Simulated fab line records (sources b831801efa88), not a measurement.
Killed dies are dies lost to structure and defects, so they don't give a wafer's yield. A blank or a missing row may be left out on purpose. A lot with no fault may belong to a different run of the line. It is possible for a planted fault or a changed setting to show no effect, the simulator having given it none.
A lot that was struck, set against a sound lot ; flow sky130 ; 44 out of 708 route steps
Sound: wafers L330.2, L330.3, L330.5. Wafers L337.1, L337.4, L337.5 were the ones struck. At the end, the cause is stated.
Each step with rows lists, per side, the tool, then ch with its chambers, then its first start. Under that, the readings that differ: sound wafers ; struck wafers ; difference of the means ; sigmas: that difference in standard deviations of wafers without a fault.
alike: a reading whose means differ by less than 2 such deviations, as well as words and numbers matching on both sides. not compared: withheld readings; readings where some wafer has no value; bounds like >300 that might hide an equal value; numbers whose values overlap and for which the record gives no deviation.
Wherever a step has rows on one side only, a row that says differs or no value, or a row with sigmas, the two part there. Numbers that don't overlap but have no deviation are shown without sigmas and don't part them. A reading missing from all wafers of one side parts the sides only when that side holds two or more wafers.

first, 5 steps without rows for these wafers: SKY_FIELD_ISO_WET_ETCH_18 (etches Si3N4 in H3PO4, target depth 25 nm, time 286 s); SKY_FIELD_ISO_CLEAN_19 (cleans in SC1/SC2, time 150 s); SKY_FIELD_ISO_CLEAN_20 (cleans in dHF, time 20 s); SKY_FIELD_ISO_WET_ETCH_21 (etches SiO2 in dHF, target depth 20 nm, time 400 s); SKY_FIELD_ISO_OXIDATION_22 (stabilise 600 s, purge 300 s, target thk 10 nm).
SKY_FIELD_ISO_THK_MEAS_23:
  sound on film metro-03, day 4 11:47; struck on film metro-03, day 6 00:38
  alike: FIELD_ISO_OXIDATION_01_THK
then, 1 step without rows for these wafers: SKY_FIELD_ISO_CVD_24 (deposits SiO2, target thk 595 nm, time 99.2 s).
SKY_FIELD_ISO_THK_MEAS_25:
  sound on film metro-04, day 4 11:58; struck on film metro-03, day 6 00:47
  alike: FIELD_ISO_CVD_24_THK
then, 1 step without rows for these wafers: SKY_FIELD_ISO_ANNEAL_26 (time 1800 s).
SKY_FIELD_ISO_CMP_27: polishes, stops on Si3N4, t overpolish 16 s, target thk 457.8 nm.
  sound on cmp-01 ch 0,1, day 4 15:41; struck on cmp-02 ch 1,3, day 6 03:43
  alike: motor current A, overpolish run s, time to endpoint s
then, 2 steps without rows for these wafers: SKY_FIELD_ISO_WET_ETCH_28 (etches SiO2 in dHF, target depth 23.7 nm, time 47 s); SKY_FIELD_ISO_WET_ETCH_29 (etches Si3N4 in H3PO4, target depth 160 nm, time 1825 s).
SKY_FIELD_ISO_WET_ETCH_30: etches SiO2 in dHF, target depth 25 nm, time 50 s.
  sound on wet bench-02 ch 1, day 4 16:32; struck on wet bench-02 ch 0, day 6 04:32
reading;sound;struck;difference;sigmas
run length s (s);75 75 75;62 62 62;-13;-4
model.SiO2_of_FIELD_ISO_CVD_24.thk nm (nm);403.7 405.8 404.3;417.8 416.5 417.7;+12.7;
then, 2 steps without rows for these wafers: SKY_NWELL_CLEAN_00 (cleans in SC1/SC2, time 150 s); SKY_NWELL_OXIDATION_01 (stabilise 600 s, purge 300 s, target thk 10 nm).
SKY_NWELL_THK_MEAS_02:
  sound on film metro-04, day 4 20:01; struck on film metro-04, day 6 07:19
  alike: NWELL_OXIDATION_THK
then, 8 steps without rows for these wafers: SKY_DNWELL_DEHYDRATE_00 (time 60 s); SKY_DNWELL_HMDS_01 (prime time 60 s); SKY_DNWELL_COAT_02 (resist thk 3000 nm); SKY_DNWELL_SOFTBAKE_03; SKY_DNWELL_EXPOSE_04 (exposes mask DNM, target cd 3000 nm); SKY_DNWELL_PEB_05; SKY_DNWELL_DEVELOP_06 (develop time 60 s); SKY_DNWELL_IMPLANT_07.
SKY_DNWELL_STRIP_08: strips in O2/N2.
  sound on plasma asher-02 ch 0,1, day 5 13:49; struck on plasma asher-02 ch 1, day 7 01:29
  alike: drypump motor current A, n2 flow sccm, oes product au, strip time to endpoint s
  not compared: rf hours counter h
SKY_DNWELL_TW_MEAS_09:
  sound on film metro-04, day 5 13:56; struck on film metro-02, day 7 01:35
  alike: DNWELL_TW
then, 7 steps without rows for these wafers: SKY_PWDE_DEHYDRATE_00 (time 60 s); SKY_PWDE_HMDS_01 (prime time 60 s); SKY_PWDE_COAT_02 (resist thk 3000 nm); SKY_PWDE_SOFTBAKE_03; SKY_PWDE_EXPOSE_04 (exposes mask PWDEM, target cd 840 nm); SKY_PWDE_PEB_05; SKY_PWDE_DEVELOP_06 (develop time 60 s).
SKY_PWDE_OVL_MEAS_07:
  sound on overlay-01, day 6 07:32; struck on overlay-01, day 7 21:22
  alike: PWDE_OVL
after that, 1 step had no rows for these wafers: SKY_PWDE_IMPLANT_08.
SKY_PWDE_STRIP_09: strips in O2/N2.
  sound on plasma asher-04 ch 0,1, day 6 07:43; struck on plasma asher-04 ch 0,1, day 7 21:34
  alike: drypump motor current A, n2 flow sccm, oes product au, strip time to endpoint s
  not compared: rf hours counter h
SKY_PWDE_TW_MEAS_10:
  sound on film metro-04, day 6 07:49; struck on film metro-04, day 7 21:40
  alike: PWDE_TW
then, 5 steps without rows for these wafers: SKY_NWELL_DEHYDRATE_03 (time 60 s); SKY_NWELL_HMDS_04 (prime time 60 s); SKY_NWELL_COAT_05 (resist thk 3000 nm); SKY_NWELL_SOFTBAKE_06; SKY_NWELL_EXPOSE_07 (exposes mask NWM, target cd 840 nm).
-- the record jumps here: 26 days lie between the struck wafers' starts before and after (it left off in module NWELL and takes up again in module SALICIDE, whose first step shown is number 361 of the route) --
SKY_SALICIDE_CLEAN_00: cleans in HF-last, time 30 s.
  sound on wet bench-01 ch 2, day 31 02:13; struck on wet bench-01 ch 0, day 33 15:34
reading;sound;struck;difference;sigmas
model.SiO2_of_FIELD_ISO_CVD_24.thk nm (nm);357.6 360 358.3;371.6 370.2 371.6;+12.5;
-- the record jumps here: 16 days lie between the struck wafers' starts before and after (it left off in module SALICIDE and takes up again in module PAD_OPEN, whose first step shown is number 708 of the route) --
SKY_PAD_OPEN_PROBE_99:
  sound on prober-02, day 48 01:22; struck on prober-01, day 49 18:54
reading;sound;struck;difference;sigmas
model.etest.res iso pwell.rs ohm sq;3257 3187 3201;3356 3319 3473;+168;
model.etest.res iso pwell.line ohm um;1230 1190 1218;1270 1277 1302;+70;
model.etest.cap li to poly.c af um2;94.7 95.88 97.29;100.6 104.3 103;+6.7;
model.etest.cap poly to well.c af um2;90.3 90.08 92.33;89.16 88.39 88.73;-2.14;
model.etest.field p.vt v (V);-43.64 -43.16 -43.43;-44.94 -44.5 -45.59;-1.60;
  alike: killed_at_M0_to_M3, killed_at_M4_up, killed at contacts, killed at front end, killed at other, killed dies, killed open, killed short
  not compared: model.etest.res_p_drift_20v.line ohm um, model.etest.res_p_drift_20v.rs ohm sq, model.etest.pfet_16v.r on ohm um

== WHERE THEY PART ==
Within this record, at SKY_FIELD_ISO_WET_ETCH_30 only. Later steps at which nothing parts them and some readings are alike: SKY_NWELL_THK_MEAS_02, SKY_DNWELL_STRIP_08, SKY_DNWELL_TW_MEAS_09, SKY_PWDE_OVL_MEAS_07, SKY_PWDE_STRIP_09, SKY_PWDE_TW_MEAS_10, SKY_PAD_OPEN_PROBE_99.

WHY: the cause the simulator had injected
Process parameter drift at SKY_FIELD_ISO_WET_ETCH_30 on wet bench-02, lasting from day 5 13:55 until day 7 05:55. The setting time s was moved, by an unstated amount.
